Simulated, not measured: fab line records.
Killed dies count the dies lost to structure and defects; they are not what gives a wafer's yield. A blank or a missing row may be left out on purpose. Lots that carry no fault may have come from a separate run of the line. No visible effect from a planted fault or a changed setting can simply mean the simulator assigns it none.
A lot that was struck, set against a sound lot | flow sky130 | 15 steps out of a route of 708
Sound: these wafers, L401.3, L401.4, L401.6. Struck: wafers L411.2, L411.4, L411.6. The cause is given at the end.
For every step that has rows: the tool of each side, followed by ch and its chambers, followed by its first start. Under that, the readings that differ: sound wafers | struck wafers | difference of the means | sigmas: that difference in standard deviations of wafers without a fault.
alike: readings with means less than 2 such deviations apart, plus words and numbers identical on both sides. not compared: withheld readings, readings lacking a value on some wafer, bounds such as >300 that could conceal the same value, and numbers that have no deviation in the record and whose values overlap.
A row with sigmas, a row that says differs or no value, or rows on one side alone: a step with any of these is where the two part. Numbers that don't overlap but have no deviation are shown without sigmas and don't part them. A reading missing from all wafers of one side parts the sides only when that side holds two or more wafers.

first, 5 steps without rows for these wafers: SKY_CAP2M_COAT_07 (resist thk 1140 nm); SKY_CAP2M_SOFTBAKE_08 (time 60 s); SKY_CAP2M_EXPOSE_09 (exposes mask CAP2M, target cd 1000 nm); SKY_CAP2M_PEB_10; SKY_CAP2M_DEVELOP_11 (develop time 60 s).
SKY_CAP2M_OVL_MEAS_12:
  struck on overlay-01, day 43 14:11; sound on overlay-02, day 40 05:54
  alike: CAP2M_OVL
SKY_CAP2M_METAL_ETCH_13: etches TiN in Cl2/BCl3, stops on SiO2, target depth 220 nm, time 62.9 s.
  sound on rie-metal-02 ch 0,1, day 40 05:57; struck on rie-metal-03 ch 0,1, day 43 14:13
  reading                     | sound       | struck      | difference | sigmas
  drypump-motor-current-A (A) | 4.8 5.2 4.8 | 6.7 5.4 6.7 | +1.3       | +2
  alike: oes-product-au, throttle-valve-pct
  not compared: rf-hours-counter-h
SKY_CAP2M_STRIP_14: strips in O2/N2.
  sound on plasma-asher-04 ch 0,1, day 40 06:02; struck on plasma-asher-04 ch 0,1, day 43 14:18
  alike: drypump-motor-current-A, oes-product-au, strip-time-to-endpoint-s
  not compared: rf-hours-counter-h
then, 4 steps without rows for these wafers: SKY_CAP2M_STRIP_15 (strips in post etch residue remover, time 1200 s); SKY_CAP2M_CLEAN_16 (cleans in IPA, time 180 s); SKY_CAP2M_CLEAN_17 (cleans in O3/DIW); SKY_METAL4_DEHYDRATE_05 (time 60 s).
SKY_METAL4_HMDS_06: prime time 60 s.
  sound on litho-track-04 ch 0, day 40 18:55; struck on litho-track-04 ch 0, day 44 02:05
  reading          | sound                | struck               | difference | sigmas
  prime-temp-c (C) | 119.95 119.94 119.97 | 118.85 119.04 118.84 | -1.04      | -7
then, 1 step without rows for these wafers: SKY_METAL4_COAT_07 (resist thk 60 nm).
-- the record jumps here: 4 days lie between the struck wafers' starts before and after (it left off in module METAL4 and takes up again in module PAD_OPEN, whose first step shown is number 708 of the route) --
SKY_PAD_OPEN_PROBE_99:
  struck on prober-02, day 48 05:32; sound on prober-02, day 45 08:12
  alike: defect-limited-yield, killed_at_M0_to_M3, killed_at_M4_up, killed-at-contacts, killed-at-front-end, killed-at-other, killed-dies, killed-open, killed-short, sort_bin_3_pad_short, sort_bin_5_function, sort_bin_6_memory, sort-n-pass, sort-yield-pct

## WHERE THEY PART
First at SKY_CAP2M_METAL_ETCH_13; last, within this record, at SKY_METAL4_HMDS_06. Later steps at which nothing parts them and some readings are alike: SKY_PAD_OPEN_PROBE_99.

WHY: whatever the simulator had introduced
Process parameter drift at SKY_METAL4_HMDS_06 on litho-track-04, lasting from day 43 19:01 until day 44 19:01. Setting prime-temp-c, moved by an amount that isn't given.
